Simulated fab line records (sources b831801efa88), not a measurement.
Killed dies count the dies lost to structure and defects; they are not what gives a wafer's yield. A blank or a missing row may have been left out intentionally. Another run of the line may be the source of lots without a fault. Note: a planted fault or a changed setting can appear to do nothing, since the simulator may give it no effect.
fab line records | flow sky130
record: lots: 11 | wafers: 33 | last-day: 50
route steps=708 shown VIA3@594 CAP2M@611
lots that met no fault: from a run of the same line without faults
start-h: hours from the record's opening day to when the first of the lot's shown wafers began | wait-h: time in hours since the lot's previous step | " same as the row above | L1.1+2: a single row standing in for several wafers | - no value, or no start was given | * or withheld: withheld | < > ~ a bound
route shown NAME@n: names a module that has steps shown in the file, with the first one's number in the route | usual: mean/standard deviation taken from wafers without a fault | same: alike in all rows | chamber/n: place in a boat | sites: readings site by site | _std_site: standard deviation of those values | _edge_site: mean of outer sites minus mean of inner sites | radius-mm: for every site, how far away it sits from the centre of the wafer | mask NAME#n: copy n | behind: tool/chamber where the wafer was last shaped | hold: cause of the lot's hold/its duration in hours/its outcome | device: names the non-switching transistor (n, p or np) | end of line: at the end of the route, the tests of the same wafers | a step with no rows: only its recipe | killed: dies that structure and defects cost at the first sort, which is not the same as the wafer's yield | map: a wafer's dies, x killed, . not, _ none there
set.NAME: the run value of the setting; set.NAME@STEP: its run value at that earlier step | model.NAME: the simulator's own value behind a step, which no gauge read
one table for each step of the route and one row for each wafer, over a sample of lots
services: the hour from which a tool's chamber was out of use, counted from the record's first day as start-h (under 0 if before that day), plus the number of hours and why
== steps ==
step: SKY_VIA3_CVD_21
recipe: material: W | target-thk-nm: 390 | time-s: 117.31 | temp-c: 400 | pressure-torr: 40
usual: heater-power-w: 838/60
lot.wafer | tool     | chamber | start-h | wait-h | heater-power-w
L812.1    | cvd-w-02 | 0       | 966.02  | 0.0    | 886
L812.5    | "        | 0       | "       | "      | 865
L812.6    | "        | 0       | "       | "      | 853
L813.2    | cvd-w-02 | 0       | 978.55  | 0.0    | 876
L813.4    | "        | 0       | "       | "      | 882
L813.6    | "        | 0       | "       | "      | 856
L814.1    | cvd-w-01 | 1       | 994.48  | 0.0    | 738
L814.5    | "        | 1       | "       | "      | 753
L814.6    | "        | 0       | "       | "      | 913
L815.2    | cvd-w-02 | 0       | 994.61  | 0.0    | 888
L815.3    | "        | 1       | "       | "      | 839
L815.5    | "        | 1       | "       | "      | 859
L816.2    | cvd-w-02 | 0       | 1002.59 | 0.0    | 899
L816.4    | "        | 0       | "       | "      | 896
L816.5    | "        | 0       | "       | "      | 872
L817.1    | cvd-w-01 | 1       | 1016.10 | 0.0    | 733
L817.3    | "        | 0       | "       | "      | 860
L817.6    | "        | 1       | "       | "      | 746
L818.2    | cvd-w-02 | 0       | 1019.84 | 0.0    | 873
L818.3    | "        | 1       | "       | "      | 829
L818.6    | "        | 0       | "       | "      | 862
L819.2    | cvd-w-02 | 0       | 1023.03 | 0.0    | 885
L819.3    | "        | 0       | "       | "      | 886
L819.4    | "        | 1       | "       | "      | 843
L821.3    | cvd-w-01 | 1       | 1039.70 | 0.1    | 737
L821.4    | "        | 0       | "       | "      | 882
L821.5    | "        | 0       | "       | "      | 901
L825.1    | cvd-w-01 | 1       | 1071.46 | 0.0    | 745
L825.2    | "        | 0       | "       | "      | 882
L825.5    | "        | 0       | "       | "      | 912
L826.3    | cvd-w-02 | 1       | 1071.61 | 0.1    | 850
L826.4    | "        | 0       | "       | "      | 897
L826.5    | "        | 0       | "       | "      | 882
step: SKY_VIA3_RS_MEAS_22
recipe: thk-meas-gauge: four-point-probe | reads: W_of_VIA3_CVD_21+TiN_of_VIA3_SPUTTER_20
usual: VIA3_W_RS: 0.293/0.003
lot.wafer | tool          | chamber | start-h | wait-h | VIA3_W_RS[ohm/sq]
L812.1    | film-metro-02 | -       | 966.27  | 0.2    | 0.290
L812.5    | "             | -       | "       | "      | 0.291
L812.6    | "             | -       | "       | "      | 0.290
L813.2    | film-metro-04 | -       | 978.69  | 0.1    | 0.288
L813.4    | "             | -       | "       | "      | 0.289
L813.6    | "             | -       | "       | "      | 0.291
L814.1    | film-metro-02 | -       | 994.60  | 0.1    | 0.298
L814.5    | "             | -       | "       | "      | 0.294
L814.6    | "             | -       | "       | "      | 0.299
L815.2    | film-metro-01 | -       | 994.75  | 0.1    | 0.295
L815.3    | "             | -       | "       | "      | 0.293
L815.5    | "             | -       | "       | "      | 0.292
L816.2    | film-metro-02 | -       | 1002.74 | 0.1    | 0.289
L816.4    | "             | -       | "       | "      | 0.293
L816.5    | "             | -       | "       | "      | 0.292
L817.1    | film-metro-02 | -       | 1016.23 | 0.1    | 0.290
L817.3    | "             | -       | "       | "      | 0.293
L817.6    | "             | -       | "       | "      | 0.292
L818.2    | film-metro-02 | -       | 1019.98 | 0.1    | 0.293
L818.3    | "             | -       | "       | "      | 0.293
L818.6    | "             | -       | "       | "      | 0.294
L819.2    | film-metro-02 | -       | 1023.19 | 0.1    | 0.293
L819.3    | "             | -       | "       | "      | 0.292
L819.4    | "             | -       | "       | "      | 0.290
L821.3    | film-metro-04 | -       | 1039.82 | 0.1    | 0.297
L821.4    | "             | -       | "       | "      | 0.289
L821.5    | "             | -       | "       | "      | 0.295
L825.1    | film-metro-04 | -       | 1071.58 | 0.1    | 0.296
L825.2    | "             | -       | "       | "      | 0.296
L825.5    | "             | -       | "       | "      | 0.296
L826.3    | film-metro-02 | -       | 1071.74 | 0.1    | 0.295
L826.4    | "             | -       | "       | "      | 0.295
L826.5    | "             | -       | "       | "      | 0.292
step: SKY_VIA3_THK_MEAS_23
recipe: thk-meas-gauge: xrf | reads: W_of_VIA3_CVD_21
usual: VIA3_W_THK: 386/7.5
lot.wafer | tool          | chamber | start-h | wait-h | VIA3_W_THK[nm]
L812.1    | film-metro-02 | -       | 966.39  | 0.1    | 383
L812.5    | "             | -       | "       | "      | 381
L812.6    | "             | -       | "       | "      | 384
L813.2    | film-metro-04 | -       | 978.80  | 0.1    | 402
L813.4    | "             | -       | "       | "      | 397
L813.6    | "             | -       | "       | "      | 399
L814.1    | film-metro-02 | -       | 994.72  | 0.1    | 375
L814.5    | "             | -       | "       | "      | 382
L814.6    | "             | -       | "       | "      | 376
L815.2    | film-metro-01 | -       | 994.86  | 0.1    | 393
L815.3    | "             | -       | "       | "      | 397
L815.5    | "             | -       | "       | "      | 399
L816.2    | film-metro-02 | -       | 1002.85 | 0.1    | 386
L816.4    | "             | -       | "       | "      | 382
L816.5    | "             | -       | "       | "      | 388
L817.1    | film-metro-02 | -       | 1016.35 | 0.1    | 390
L817.3    | "             | -       | "       | "      | 387
L817.6    | "             | -       | "       | "      | 386
L818.2    | film-metro-02 | -       | 1020.09 | 0.1    | 387
L818.3    | "             | -       | "       | "      | 387
L818.6    | "             | -       | "       | "      | 385
L819.2    | film-metro-02 | -       | 1023.30 | 0.1    | 389
L819.3    | "             | -       | "       | "      | 389
L819.4    | "             | -       | "       | "      | 389
L821.3    | film-metro-04 | -       | 1039.92 | 0.1    | 384
L821.4    | "             | -       | "       | "      | 392
L821.5    | "             | -       | "       | "      | 388
L825.1    | film-metro-04 | -       | 1071.70 | 0.1    | 385
L825.2    | "             | -       | "       | "      | 384
L825.5    | "             | -       | "       | "      | 387
L826.3    | film-metro-02 | -       | 1071.84 | 0.1    | 375
L826.4    | "             | -       | "       | "      | 377
L826.5    | "             | -       | "       | "      | 376
step: SKY_CAP2M_SOFTBAKE_08
recipe: temp-c: 90 | time-s: 60 | resist: NOVOLAK
usual: heater-power-total-W: 56.60/0.042 | plate-temp-C: 90.00/0.13
lot.wafer | tool           | chamber | start-h | wait-h | heater-power-total-W | plate-temp-C
L812.1    | litho-track-04 | 0       | 978.46  | 0.1    | 56.49                | 89.95
L812.5    | "              | 0       | "       | "      | 56.61                | 89.94
L812.6    | "              | 0       | "       | "      | 56.60                | 90.03
L813.2    | litho-track-04 | 0       | 991.84  | 0.1    | 56.61                | 89.94
L813.4    | "              | 0       | "       | "      | 56.61                | 89.94
L813.6    | "              | 0       | "       | "      | 56.65                | 90.01
L814.1    | litho-track-02 | 0       | 1006.29 | 0.1    | 56.69                | 89.96
L814.5    | "              | 0       | "       | "      | 56.65                | 89.92
L814.6    | "              | 0       | "       | "      | 56.62                | 89.97
L815.2    | litho-track-04 | 0       | 1006.34 | 0.1    | 56.59                | 89.78
L815.3    | "              | 0       | "       | "      | 56.53                | 89.78
L815.5    | "              | 0       | "       | "      | 56.64                | 89.91
L816.2    | litho-track-03 | 0       | 1014.59 | 0.1    | 56.66                | 90.11
L816.4    | "              | 0       | "       | "      | 56.63                | 89.99
L816.5    | "              | 0       | "       | "      | 56.57                | 90.10
L817.1    | litho-track-03 | 0       | 1028.17 | 0.1    | 56.62                | 90.12
L817.3    | "              | 0       | "       | "      | 56.62                | 90.10
L817.6    | "              | 0       | "       | "      | 56.62                | 90.10
L818.2    | litho-track-04 | 0       | 1031.74 | 0.1    | 56.59                | 89.87
L818.3    | "              | 0       | "       | "      | 56.58                | 89.90
L818.6    | "              | 0       | "       | "      | 56.53                | 89.89
L819.2    | litho-track-03 | 0       | 1034.74 | 0.1    | 56.59                | 89.98
L819.3    | "              | 0       | "       | "      | 56.48                | 90.07
L819.4    | "              | 0       | "       | "      | 56.60                | 90.23
L821.3    | litho-track-03 | 0       | 1051.22 | 0.1    | 56.61                | 89.88
L821.4    | "              | 0       | "       | "      | 56.53                | 89.74
L821.5    | "              | 0       | "       | "      | 56.67                | 89.94
L825.1    | litho-track-04 | 0       | 1082.71 | 0.1    | 59.60                | 93.38
L825.2    | "              | 0       | "       | "      | 59.67                | 93.54
L825.5    | "              | 0       | "       | "      | 59.62                | 93.40
L826.3    | litho-track-04 | 0       | 1083.36 | 0.1    | 59.69                | 93.59
L826.4    | "              | 0       | "       | "      | 59.57                | 93.33
L826.5    | "              | 0       | "       | "      | 59.65                | 93.29
step: SKY_CAP2M_STRIP_14
recipe: chemistry: O2/N2 | power-w: 1400 | pressure-mtorr: 1500 | platen-temp-c: withheld | o2-flow-sccm: 3000 | n2-flow-sccm: 300 | overash-fraction: 0.5
usual: drypump-motor-current-A: 5.70/0.29 | oes-product-au: 0.710/0.0046 | strip-time-to-endpoint-s: 12.65/0.039
lot.wafer | tool            | chamber | start-h | wait-h | drypump-motor-current-A | oes-product-au | rf-hours-counter-h | strip-time-to-endpoint-s
L812.1    | plasma-asher-04 | 0       | 990.60  | 0.1    | 5.25                    | 0.714          | 56                 | 12.62
L812.5    | "               | 1       | "       | "      | 5.96                    | 0.714          | -                  | 12.63
L812.6    | "               | 0       | "       | "      | 5.24                    | 0.707          | -                  | 12.61
L813.2    | plasma-asher-03 | 1       | 1003.61 | 0.1    | 5.92                    | 0.708          | 121                | 12.57
L813.4    | "               | 1       | "       | "      | 5.89                    | 0.707          | -                  | 12.66
L813.6    | "               | 0       | "       | "      | 5.53                    | 0.719          | -                  | 12.65
L814.1    | plasma-asher-04 | 1       | 1018.48 | 0.1    | 5.97                    | 0.710          | 59                 | 12.65
L814.5    | "               | 0       | "       | "      | 5.25                    | 0.712          | -                  | 12.66
L814.6    | "               | 1       | "       | "      | 5.92                    | 0.717          | -                  | 12.63
L815.2    | plasma-asher-03 | 0       | 1018.65 | 0.1    | 5.51                    | 0.716          | 123                | 12.66
L815.3    | "               | 0       | "       | "      | 5.52                    | 0.706          | -                  | 12.74
L815.5    | "               | 0       | "       | "      | 5.54                    | 0.710          | -                  | 12.73
L816.2    | plasma-asher-04 | 0       | 1026.43 | 0.1    | 5.27                    | 0.711          | 60                 | 12.67
L816.4    | "               | 0       | "       | "      | 5.27                    | 0.707          | -                  | 12.71
L816.5    | "               | 0       | "       | "      | 5.25                    | 0.714          | -                  | 12.66
L817.1    | plasma-asher-04 | 0       | 1039.13 | 0.1    | 5.25                    | 0.713          | 61                 | 12.60
L817.3    | "               | 0       | "       | "      | 5.24                    | 0.712          | -                  | 12.62
L817.6    | "               | 1       | "       | "      | 5.92                    | 0.708          | -                  | 12.73
L818.2    | plasma-asher-02 | 1       | 1043.08 | 0.1    | 6.01                    | 0.711          | 30                 | 12.65
L818.3    | "               | 0       | "       | "      | 5.60                    | 0.705          | -                  | 12.64
L818.6    | "               | 0       | "       | "      | 5.64                    | 0.701          | -                  | 12.65
L819.2    | plasma-asher-04 | 1       | 1046.15 | 0.1    | 5.97                    | 0.707          | 62                 | 12.67
L819.3    | "               | 1       | "       | "      | 6.02                    | 0.708          | -                  | 12.67
L819.4    | "               | 0       | "       | "      | 5.26                    | 0.707          | -                  | 12.62
L821.3    | plasma-asher-02 | 0       | 1062.16 | 0.1    | 5.63                    | 0.720          | -                  | 12.60
L821.4    | "               | 1       | "       | "      | 5.99                    | 0.702          | -                  | 12.56
L821.5    | "               | 0       | "       | "      | 5.64                    | 0.710          | -                  | 12.62
L825.1    | plasma-asher-04 | 1       | 1093.15 | 0.1    | 5.98                    | 0.705          | 67                 | 12.52
L825.2    | "               | 0       | "       | "      | 5.26                    | 0.706          | 67                 | 12.53
L825.5    | "               | 0       | "       | "      | 5.24                    | 0.709          | -                  | 12.55
L826.3    | plasma-asher-04 | 1       | 1093.48 | 0.1    | 5.98                    | 0.711          | -                  | 12.48
L826.4    | "               | 0       | "       | "      | 5.29                    | 0.710          | -                  | 12.47
L826.5    | "               | 0       | "       | "      | 5.28                    | 0.699          | -                  | 12.46
== services ==
tool            | chamber | start-h | hours | kind
cvd-w-02        | 1       | 949.67  | 17.9  | repair
cvd-w-02        | -       | 1010.73 | 6.0   | pm
plasma-asher-04 | -       | 1014.64 | 2.5   | repair
plasma-asher-03 | -       | 1031.88 | 1.2   | repair
plasma-asher-03 | -       | 1055.25 | 9.0   | pm
plasma-asher-03 | 0       | 1055.25 | 9.0   | vent-cycle
plasma-asher-03 | 1       | 1055.25 | 9.0   | vent-cycle
plasma-asher-03 | 0       | 1064.25 | -     | clean
plasma-asher-03 | 1       | 1064.25 | -     | clean
== key ==
first-sign: step: SKY_CAP2M_SOFTBAKE_08 | reading: heater-power-total-W | direction: up | sigmas: 72 | usual: * | struck: *
effect: step: SKY_CAP2M_SOFTBAKE_08 | reading: plate-temp-C | direction: up | sigmas: 26 | usual: * | struck: *
effect: step: SKY_CAP2M_STRIP_14 | reading: strip-time-to-endpoint-s | direction: down | sigmas: 3.9 | usual: * | struck: *
met-at SKY_CAP2M_SOFTBAKE_08
struck-lots L825,L826
not-acting-at SKY_VIA3_CVD_21,SKY_VIA3_RS_MEAS_22,SKY_VIA3_THK_MEAS_23
onset-between 1031.74 1082.71
fault: kind: process-parameter-drift | tool: litho-track-04 | chamber: - | onset-h: 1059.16 | steps: SKY_CAP2M_SOFTBAKE_08 | channel: temp-c | offset: * | shape: step | end-h: 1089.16 | acts-in: * | stated: *
